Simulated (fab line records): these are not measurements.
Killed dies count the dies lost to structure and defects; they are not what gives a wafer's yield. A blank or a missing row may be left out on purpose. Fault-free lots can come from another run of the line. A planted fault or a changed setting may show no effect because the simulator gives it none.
Which tool was responsible? | flow gf180mcu | 39 wafers from 13 lots sampled at 4 of the route's 602 steps

## WHAT THE GAUGES SHOWED, per wafer
GF_PASSIVATION_THK_MEAS_01.
lot  | measured     | on           | PASSIVATION_CVD_00_THK (nm)
L920 | day 28 07:56 | filmMetro-01 | 1001 1000 1004
L921 | day 28 22:56 | filmMetro-04 | 979 989 990
L923 | day 29 10:27 | filmMetro-02 | 973 1009 1014
L925 | day 29 22:51 | filmMetro-01 | 994 1022 1012
L926 | day 30 04:22 | filmMetro-02 | 985 1007 999
L927 | day 30 18:14 | filmMetro-04 | 988 993 1008
L928 | day 30 18:53 | filmMetro-02 | 1004 1010 1008
L929 | day 30 22:20 | filmMetro-02 | 1000 994 1013
L930 | day 31 04:29 | filmMetro-04 | 997 1011 1020
L932 | day 31 16:04 | filmMetro-02 | 989 1002 1008
L933 | day 32 07:24 | filmMetro-04 | 996 985 1014
L934 | day 32 08:46 | filmMetro-01 | 989 989 1005
L940 | day 33 19:12 | filmMetro-04 | 986 990 987

## EACH LOT AND THE TOOL THAT RAN IT (in order: tool; ch and the chambers of the sampled wafers; start)
lot  | GF_M2_SPUTTER_04            | GF_V5_SPUTTER_22            | GF_TOP_METAL_SPUTTER_02
L920 | pvdSputter-04, day 18 11:47 | pvdSputter-04, day 27 10:10 | pvdSputter-01, day 27 10:57
L921 | pvdSputter-01, day 18 23:22 | pvdSputter-02, day 27 21:17 | pvdSputter-02, day 27 22:03
L923 | pvdSputter-02, day 19 21:13 | pvdSputter-04, day 28 14:53 | pvdSputter-02, day 28 15:39
L925 | pvdSputter-01, day 20 10:34 | pvdSputter-03, day 29 02:23 | pvdSputter-04, day 29 03:09
L926 | pvdSputter-04, day 20 21:45 | pvdSputter-03, day 29 07:20 | pvdSputter-01, day 29 08:06
L927 | pvdSputter-01, day 21 05:11 | pvdSputter-02, day 29 21:34 | pvdSputter-04, day 29 22:19
L928 | pvdSputter-01, day 21 12:54 | pvdSputter-03, day 29 22:23 | pvdSputter-02, day 29 23:10
L929 | pvdSputter-02, day 21 21:53 | pvdSputter-04, day 30 02:20 | pvdSputter-01, day 30 03:13
L930 | pvdSputter-02, day 22 05:40 | pvdSputter-03, day 30 09:20 | pvdSputter-04, day 30 10:06
L932 | pvdSputter-02, day 22 18:55 | pvdSputter-04, day 30 20:29 | pvdSputter-02, day 30 21:15
L933 | pvdSputter-02, day 23 13:34 | pvdSputter-02, day 31 12:31 | pvdSputter-02, day 31 13:17
L934 | pvdSputter-02, day 23 17:41 | pvdSputter-03, day 31 14:10 | pvdSputter-02, day 31 15:04
L940 | pvdSputter-04, day 25 15:37 | pvdSputter-03, day 33 01:36 | pvdSputter-01, day 33 02:22
- GF_M2_SPUTTER_04: material TiN, target thk 50 nm, time 41.7 s.
- GF_V5_SPUTTER_22: material TiN, target thk 10 nm, time 40 s.
- GF_TOP_METAL_SPUTTER_02: material AlCu, target thk 900 nm, time 47.82 s.

## WHAT THE TOOLS THEMSELVES READ (means of the sampled wafers that have a number; where no wafer has one, the mark that the record gives instead)
GF_M2_SPUTTER_04.
lot  | tool          | throttleValvePct (%)
L920 | pvdSputter-04 | 29.9
L921 | pvdSputter-01 | 30.3
L923 | pvdSputter-02 | 30.2
L925 | pvdSputter-01 | 29.8
L926 | pvdSputter-04 | 30.3
L927 | pvdSputter-01 | 30.0
L928 | pvdSputter-01 | 29.9
L929 | pvdSputter-02 | 30.1
L930 | pvdSputter-02 | 30.0
L932 | pvdSputter-02 | 29.8
L933 | pvdSputter-02 | 30.3
L934 | pvdSputter-02 | 30.2
L940 | pvdSputter-04 | 30.0

GF_V5_SPUTTER_22.
lot  | tool          | throttleValvePct (%)
L920 | pvdSputter-04 | 30.0
L921 | pvdSputter-02 | 30.4
L923 | pvdSputter-04 | 30.5
L925 | pvdSputter-03 | 31.3
L926 | pvdSputter-03 | 31.5
L927 | pvdSputter-02 | 29.7
L928 | pvdSputter-03 | 30.9
L929 | pvdSputter-04 | 30.2
L930 | pvdSputter-03 | 30.9
L932 | pvdSputter-04 | 30.0
L933 | pvdSputter-02 | 30.1
L934 | pvdSputter-03 | 31.3
L940 | pvdSputter-03 | 31.3

GF_TOP_METAL_SPUTTER_02.
lot  | tool          | substrateTempC (C) | throttleValvePct (%)
L920 | pvdSputter-01 | 249.98             | 29.9
L921 | pvdSputter-02 | 250.01             | 30.2
L923 | pvdSputter-02 | 249.85             | 30.0
L925 | pvdSputter-04 | 250.16             | 29.9
L926 | pvdSputter-01 | 250.12             | 29.5
L927 | pvdSputter-04 | 250.14             | 30.4
L928 | pvdSputter-02 | 250.32             | 30.0
L929 | pvdSputter-01 | 250.12             | 29.7
L930 | pvdSputter-04 | 249.96             | 29.9
L932 | pvdSputter-02 | 250.03             | 29.7
L933 | pvdSputter-02 | 249.87             | 29.5
L934 | pvdSputter-02 | 249.92             | 29.8
L940 | pvdSputter-01 | 249.97             | 29.8

## THE ANSWER, worked out from the rows above alone
Rule: the lots themselves supply what counts as usual. Put in order of their means at a reading, lots are off if they are a third of the lots or fewer, leave a main group of 4 or more, and stand apart from it by a gap of 3 or more times the standard deviation of the main group's means; of several such gaps the widest counts. Not used: any main group whose means are identical at the precision the tables above print for the reading. A lot without any number at a reading at which 4 lots or more have one is off too. Where the step has rows for the other lots, those lots are counted as sound. First the gauges in route order, then the tools' own readings, where a lot's mean is used as printed above. The first step at which some lot is off is used, and at that step the reading that is off furthest; a lot without a number counts as furthest.
No lot is off on any of the readings shown, so nothing can be concluded from this.

## WHAT WAS PUT IN BY THE SIMULATOR
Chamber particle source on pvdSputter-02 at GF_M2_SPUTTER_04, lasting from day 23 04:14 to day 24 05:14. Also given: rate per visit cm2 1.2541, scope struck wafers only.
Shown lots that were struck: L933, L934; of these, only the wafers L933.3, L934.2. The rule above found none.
